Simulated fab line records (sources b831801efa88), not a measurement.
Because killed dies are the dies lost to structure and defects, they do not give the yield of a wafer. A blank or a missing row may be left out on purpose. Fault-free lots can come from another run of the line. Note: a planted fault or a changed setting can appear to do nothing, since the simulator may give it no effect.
Which tool is to blame? || flow gf180mcu || 13 lots, 39 wafers sampled, at 4 steps of a route of 602

WHAT THE GAUGES READ, wafer by wafer
GF_VT_IMPLANT_OVL_MEAS_40. Usual: VT_IMPLANT_03_OVL gives -0.6 nm (standard deviation 1.2).
{"lot": "L278", "measured": "day 7 09:11", "on": "overlay-01", "VT_IMPLANT_03_OVL (nm)": "1.0 -1.4 0.2", "flag": ""}
{"lot": "L279", "measured": "day 7 15:44", "on": "overlay-01", "VT_IMPLANT_03_OVL (nm)": "-1.8 -1.4 -0.3", "flag": ""}
{"lot": "L281", "measured": "day 8 19:04", "on": "overlay-01", "VT_IMPLANT_03_OVL (nm)": "0.2 -2.2 -2.2", "flag": ""}
{"lot": "L284", "measured": "day 9 19:01", "on": "overlay-01", "VT_IMPLANT_03_OVL (nm)": "0.5 0.4 0.9", "flag": ""}
{"lot": "L285", "measured": "day 10 01:16", "on": "overlay-01", "VT_IMPLANT_03_OVL (nm)": "0.3 1.6 1.7", "flag": ""}
{"lot": "L286", "measured": "day 10 00:10", "on": "overlay-01", "VT_IMPLANT_03_OVL (nm)": "-2.3 -2.0 -1.9", "flag": ""}
{"lot": "L287", "measured": "day 10 13:23", "on": "overlay-02", "VT_IMPLANT_03_OVL (nm)": "-0.5 -1.0 -0.8", "flag": ""}
{"lot": "L288", "measured": "day 10 17:52", "on": "overlay-01", "VT_IMPLANT_03_OVL (nm)": "0.0 -1.2 -0.3", "flag": ""}
{"lot": "L289", "measured": "day 10 20:20", "on": "overlay-01", "VT_IMPLANT_03_OVL (nm)": "-1.6 1.3 0.1", "flag": ""}
{"lot": "L290", "measured": "day 11 01:55", "on": "overlay-01", "VT_IMPLANT_03_OVL (nm)": "-1.1 -1.8 -0.8", "flag": ""}
{"lot": "L293", "measured": "day 11 22:10", "on": "overlay-01", "VT_IMPLANT_03_OVL (nm)": "-0.5 1.2 0.1", "flag": ""}
{"lot": "L296", "measured": "day 12 15:22", "on": "overlay-02", "VT_IMPLANT_03_OVL (nm)": "-0.4 -1.2 -0.1", "flag": ""}
{"lot": "L301", "measured": "day 14 00:03", "on": "overlay-01", "VT_IMPLANT_03_OVL (nm)": "-1.0 -2.9 -1.2", "flag": ""}

WHAT TOOL EACH LOT RAN ON (gives the tool, then ch and the chambers of the sampled wafers, and finally the start)
{"lot": "L278", "GF_STI_ETCH_13": "rie-diel-04 ch 0,2,3, day 2 01:04", "GF_NWELL_IMPLANT_09": "implanter-01 ch 0, day 3 07:40", "GF_VT_IMPLANT_STRIP_09": "plasma-asher-01 ch 0,1, day 5 12:32"}
{"lot": "L279", "GF_STI_ETCH_13": "rie-diel-04 ch 1,2,3, day 2 06:14", "GF_NWELL_IMPLANT_09": "implanter-03 ch 0, day 3 11:34", "GF_VT_IMPLANT_STRIP_09": "plasma-asher-02 ch 0,1, day 5 18:32"}
{"lot": "L281", "GF_STI_ETCH_13": "rie-diel-03 ch 0,1,3, day 2 17:29", "GF_NWELL_IMPLANT_09": "implanter-02 ch 0, day 4 09:01", "GF_VT_IMPLANT_STRIP_09": "plasma-asher-02 ch 0,1, day 6 18:26"}
{"lot": "L284", "GF_STI_ETCH_13": "rie-diel-01 ch 0,1,2, day 3 11:25", "GF_NWELL_IMPLANT_09": "implanter-02 ch 0, day 5 03:14", "GF_VT_IMPLANT_STRIP_09": "plasma-asher-02 ch 0,1, day 7 16:46"}
{"lot": "L285", "GF_STI_ETCH_13": "rie-diel-03 ch 1,3, day 3 18:31", "GF_NWELL_IMPLANT_09": "implanter-03 ch 0, day 5 09:10", "GF_VT_IMPLANT_STRIP_09": "plasma-asher-03 ch 0,1, day 7 22:53"}
{"lot": "L286", "GF_STI_ETCH_13": "rie-diel-01 ch 0,2,3, day 3 18:44", "GF_NWELL_IMPLANT_09": "implanter-02 ch 0, day 5 08:50", "GF_VT_IMPLANT_STRIP_09": "plasma-asher-02 ch 0, day 7 22:35"}
{"lot": "L287", "GF_STI_ETCH_13": "rie-diel-04 ch 0,1,2, day 4 03:25", "GF_NWELL_IMPLANT_09": "implanter-03 ch 0, day 5 18:27", "GF_VT_IMPLANT_STRIP_09": "plasma-asher-01 ch 0,1, day 8 10:20"}
{"lot": "L288", "GF_STI_ETCH_13": "rie-diel-01 ch 1,3, day 4 09:07", "GF_NWELL_IMPLANT_09": "implanter-01 ch 0, day 5 22:46", "GF_VT_IMPLANT_STRIP_09": "plasma-asher-03 ch 0,1, day 8 14:20"}
{"lot": "L289", "GF_STI_ETCH_13": "rie-diel-01 ch 1,2,3, day 4 12:47", "GF_NWELL_IMPLANT_09": "implanter-03 ch 0, day 6 00:45", "GF_VT_IMPLANT_STRIP_09": "plasma-asher-03 ch 0,1, day 8 17:11"}
{"lot": "L290", "GF_STI_ETCH_13": "rie-diel-03 ch 0,1,3, day 4 16:37", "GF_NWELL_IMPLANT_09": "implanter-02 ch 0, day 6 03:49", "GF_VT_IMPLANT_STRIP_09": "plasma-asher-03 ch 1, day 8 20:13"}
{"lot": "L293", "GF_STI_ETCH_13": "rie-diel-03 ch 1,3, day 5 09:01", "GF_NWELL_IMPLANT_09": "implanter-02 ch 0, day 6 20:34", "GF_VT_IMPLANT_STRIP_09": "plasma-asher-01 ch 0, day 9 14:09"}
{"lot": "L296", "GF_STI_ETCH_13": "rie-diel-04 ch 0,1,2, day 5 22:17", "GF_NWELL_IMPLANT_09": "implanter-02 ch 0, day 7 11:05", "GF_VT_IMPLANT_STRIP_09": "plasma-asher-03 ch 0,1, day 10 07:10"}
{"lot": "L301", "GF_STI_ETCH_13": "rie-diel-01 ch 0,1, day 7 01:29", "GF_NWELL_IMPLANT_09": "implanter-03 ch 0, day 8 14:02", "GF_VT_IMPLANT_STRIP_09": "plasma-asher-02 ch 0,1, day 11 12:47"}
- GF_STI_ETCH_13: etches the open film in CHF3/O2, stops on Si, target depth 282.31 nm, time 112.9 s.
- GF_NWELL_IMPLANT_09
- GF_VT_IMPLANT_STRIP_09: strips in O2/N2.

AS READ BY THE TOOLS THEMSELVES (means over the sampled wafers that have a number; for cases with no such wafer, the mark the record gives instead)
GF_STI_ETCH_13. Usual: drypump-motor-current-A 5.6 A, standard deviation 0.4; oes-product-au 0.832 a.u., standard deviation 0.0063; throttle-valve-pct 8.810 %, standard deviation 0.0094.
{"lot": "L278", "tool": "rie-diel-04", "drypump-motor-current-A (A)": 5.6, "oes-product-au (a.u.)": 0.828, "throttle-valve-pct (%)": 8.811, "flag": ""}
{"lot": "L279", "tool": "rie-diel-04", "drypump-motor-current-A (A)": 5.8, "oes-product-au (a.u.)": 0.831, "throttle-valve-pct (%)": 8.816, "flag": ""}
{"lot": "L281", "tool": "rie-diel-03", "drypump-motor-current-A (A)": 5.6, "oes-product-au (a.u.)": 0.835, "throttle-valve-pct (%)": 8.816, "flag": ""}
{"lot": "L284", "tool": "rie-diel-01", "drypump-motor-current-A (A)": 5.9, "oes-product-au (a.u.)": 0.829, "throttle-valve-pct (%)": 8.805, "flag": ""}
{"lot": "L285", "tool": "rie-diel-03", "drypump-motor-current-A (A)": 5.2, "oes-product-au (a.u.)": 0.826, "throttle-valve-pct (%)": 8.815, "flag": ""}
{"lot": "L286", "tool": "rie-diel-01", "drypump-motor-current-A (A)": 5.9, "oes-product-au (a.u.)": 0.832, "throttle-valve-pct (%)": 8.812, "flag": ""}
{"lot": "L287", "tool": "rie-diel-04", "drypump-motor-current-A (A)": 5.6, "oes-product-au (a.u.)": 0.831, "throttle-valve-pct (%)": 8.800, "flag": ""}
{"lot": "L288", "tool": "rie-diel-01", "drypump-motor-current-A (A)": 5.9, "oes-product-au (a.u.)": 0.828, "throttle-valve-pct (%)": 8.807, "flag": ""}
{"lot": "L289", "tool": "rie-diel-01", "drypump-motor-current-A (A)": 5.9, "oes-product-au (a.u.)": 0.835, "throttle-valve-pct (%)": 8.815, "flag": ""}
{"lot": "L290", "tool": "rie-diel-03", "drypump-motor-current-A (A)": 5.5, "oes-product-au (a.u.)": 0.832, "throttle-valve-pct (%)": 8.810, "flag": ""}
{"lot": "L293", "tool": "rie-diel-03", "drypump-motor-current-A (A)": 5.2, "oes-product-au (a.u.)": 0.837, "throttle-valve-pct (%)": 8.824, "flag": ""}
{"lot": "L296", "tool": "rie-diel-04", "drypump-motor-current-A (A)": 5.6, "oes-product-au (a.u.)": 0.833, "throttle-valve-pct (%)": 8.802, "flag": ""}
{"lot": "L301", "tool": "rie-diel-01", "drypump-motor-current-A (A)": 5.9, "oes-product-au (a.u.)": 0.835, "throttle-valve-pct (%)": 8.809, "flag": ""}

GF_NWELL_IMPLANT_09. Usual: beam-energy-keV 160.00, standard deviation 0.047; beam-on-s 9.99 s, standard deviation 0.18; tilt-deg -0.001 degrees, standard deviation 0.021.
{"lot": "L278", "tool": "implanter-01", "beam-energy-keV": 160.03, "beam-on-s (s)": 9.97, "tilt-deg (degrees)": 0.006, "flag": ""}
{"lot": "L279", "tool": "implanter-03", "beam-energy-keV": 159.97, "beam-on-s (s)": 9.99, "tilt-deg (degrees)": -0.036, "flag": ""}
{"lot": "L281", "tool": "implanter-02", "beam-energy-keV": 160.01, "beam-on-s (s)": 10.06, "tilt-deg (degrees)": -0.026, "flag": ""}
{"lot": "L284", "tool": "implanter-02", "beam-energy-keV": 160.02, "beam-on-s (s)": 9.92, "tilt-deg (degrees)": 0.003, "flag": ""}
{"lot": "L285", "tool": "implanter-03", "beam-energy-keV": 159.97, "beam-on-s (s)": 10.03, "tilt-deg (degrees)": 0.003, "flag": ""}
{"lot": "L286", "tool": "implanter-02", "beam-energy-keV": 160.05, "beam-on-s (s)": 9.83, "tilt-deg (degrees)": 0.002, "flag": ""}
{"lot": "L287", "tool": "implanter-03", "beam-energy-keV": 160.00, "beam-on-s (s)": 9.93, "tilt-deg (degrees)": -0.002, "flag": ""}
{"lot": "L288", "tool": "implanter-01", "beam-energy-keV": 159.95, "beam-on-s (s)": 10.03, "tilt-deg (degrees)": -0.009, "flag": ""}
{"lot": "L289", "tool": "implanter-03", "beam-energy-keV": 159.99, "beam-on-s (s)": 9.87, "tilt-deg (degrees)": 0.028, "flag": ""}
{"lot": "L290", "tool": "implanter-02", "beam-energy-keV": 159.98, "beam-on-s (s)": 9.86, "tilt-deg (degrees)": -0.015, "flag": ""}
{"lot": "L293", "tool": "implanter-02", "beam-energy-keV": 174.15, "beam-on-s (s)": 10.03, "tilt-deg (degrees)": 0.009, "flag": "OFF"}
{"lot": "L296", "tool": "implanter-02", "beam-energy-keV": 174.14, "beam-on-s (s)": 10.00, "tilt-deg (degrees)": 0.004, "flag": "OFF"}
{"lot": "L301", "tool": "implanter-03", "beam-energy-keV": 160.04, "beam-on-s (s)": 10.11, "tilt-deg (degrees)": -0.021, "flag": ""}

GF_VT_IMPLANT_STRIP_09. Usual: drypump-motor-current-A 5.9 A, standard deviation 0.38; heater-power-w 342 W, standard deviation 29; n2-flow-sccm 299.8 sccm, standard deviation 1.1; oes-product-au 0.716 a.u., standard deviation 0.0042; strip-time-to-endpoint-s 12.63 s, standard deviation 0.033.
{"lot": "L278", "tool": "plasma-asher-01", "drypump-motor-current-A (A)": 5.8, "heater-power-w (W)": 317, "n2-flow-sccm (sccm)": 300.9, "oes-product-au (a.u.)": 0.714, "strip-time-to-endpoint-s (s)": 12.65, "flag": ""}
{"lot": "L279", "tool": "plasma-asher-02", "drypump-motor-current-A (A)": 5.8, "heater-power-w (W)": 359, "n2-flow-sccm (sccm)": 299.5, "oes-product-au (a.u.)": 0.716, "strip-time-to-endpoint-s (s)": 12.65, "flag": ""}
{"lot": "L281", "tool": "plasma-asher-02", "drypump-motor-current-A (A)": 5.9, "heater-power-w (W)": 355, "n2-flow-sccm (sccm)": 299.5, "oes-product-au (a.u.)": 0.716, "strip-time-to-endpoint-s (s)": 12.66, "flag": ""}
{"lot": "L284", "tool": "plasma-asher-02", "drypump-motor-current-A (A)": 5.9, "heater-power-w (W)": 360, "n2-flow-sccm (sccm)": 298.2, "oes-product-au (a.u.)": 0.713, "strip-time-to-endpoint-s (s)": 12.62, "flag": ""}
{"lot": "L285", "tool": "plasma-asher-03", "drypump-motor-current-A (A)": 5.9, "heater-power-w (W)": 332, "n2-flow-sccm (sccm)": 299.8, "oes-product-au (a.u.)": 0.720, "strip-time-to-endpoint-s (s)": 12.65, "flag": ""}
{"lot": "L286", "tool": "plasma-asher-02", "drypump-motor-current-A (A)": 5.4, "heater-power-w (W)": 348, "n2-flow-sccm (sccm)": 299.0, "oes-product-au (a.u.)": 0.714, "strip-time-to-endpoint-s (s)": 12.61, "flag": ""}
{"lot": "L287", "tool": "plasma-asher-01", "drypump-motor-current-A (A)": 5.8, "heater-power-w (W)": 315, "n2-flow-sccm (sccm)": 299.1, "oes-product-au (a.u.)": 0.712, "strip-time-to-endpoint-s (s)": 12.64, "flag": ""}
{"lot": "L288", "tool": "plasma-asher-03", "drypump-motor-current-A (A)": 5.9, "heater-power-w (W)": 342, "n2-flow-sccm (sccm)": 300.4, "oes-product-au (a.u.)": 0.715, "strip-time-to-endpoint-s (s)": 12.66, "flag": ""}
{"lot": "L289", "tool": "plasma-asher-03", "drypump-motor-current-A (A)": 5.9, "heater-power-w (W)": 344, "n2-flow-sccm (sccm)": 299.4, "oes-product-au (a.u.)": 0.715, "strip-time-to-endpoint-s (s)": 12.60, "flag": ""}
{"lot": "L290", "tool": "plasma-asher-03", "drypump-motor-current-A (A)": 5.8, "heater-power-w (W)": 320, "n2-flow-sccm (sccm)": 301.3, "oes-product-au (a.u.)": 0.711, "strip-time-to-endpoint-s (s)": 12.57, "flag": ""}
{"lot": "L293", "tool": "plasma-asher-01", "drypump-motor-current-A (A)": 5.6, "heater-power-w (W)": 291, "n2-flow-sccm (sccm)": 300.2, "oes-product-au (a.u.)": 0.716, "strip-time-to-endpoint-s (s)": 12.62, "flag": ""}
{"lot": "L296", "tool": "plasma-asher-03", "drypump-motor-current-A (A)": 5.9, "heater-power-w (W)": 338, "n2-flow-sccm (sccm)": 299.2, "oes-product-au (a.u.)": 0.717, "strip-time-to-endpoint-s (s)": 12.63, "flag": ""}
{"lot": "L301", "tool": "plasma-asher-02", "drypump-motor-current-A (A)": 6.3, "heater-power-w (W)": 381, "n2-flow-sccm (sccm)": 299.8, "oes-product-au (a.u.)": 0.711, "strip-time-to-endpoint-s (s)": 12.58, "flag": ""}

THE ANSWER, worked out from the rows above alone
Rule: a lot counts as off when the mean over its wafers that have a number is more than 3 standard deviations away from the usual mean. Also off: a lot with no number at a reading for which 4 or more lots have one. Any other lot the step has rows for is counted as sound. Order of review: gauges by route order, followed by the tools' own readings, for which a lot's mean as printed above is used. At the first step where some lot is off, the reading lying furthest off is the one used; lots without a number count as furthest.
Off at GF_NWELL_IMPLANT_09 (beam-energy-keV): L293, L296.
A tool fits if, at that step or a process step before it, it ran every lot that is off, and no sound lot after the first of them. One candidate fits, namely implanter-02 at GF_NWELL_IMPLANT_09. A fault onset in the window from L290 (day 6 03:49, its last sound lot) to L293 (day 6 20:34, its first lot off) fits.
On the lots that are off, the tool's own readings at GF_NWELL_IMPLANT_09 differ by more than 5 times the standard deviation of the sound lots' means, which bears it out; beam-energy-keV reads 174.14 there versus 160.00 on the sound lots.

WHAT WAS PUT IN BY THE SIMULATOR
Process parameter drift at GF_NWELL_IMPLANT_09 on implanter-02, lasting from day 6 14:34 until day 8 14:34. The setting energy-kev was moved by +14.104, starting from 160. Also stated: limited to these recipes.
Shown lots that were struck: L293, L296. The rule above reached the same finding.
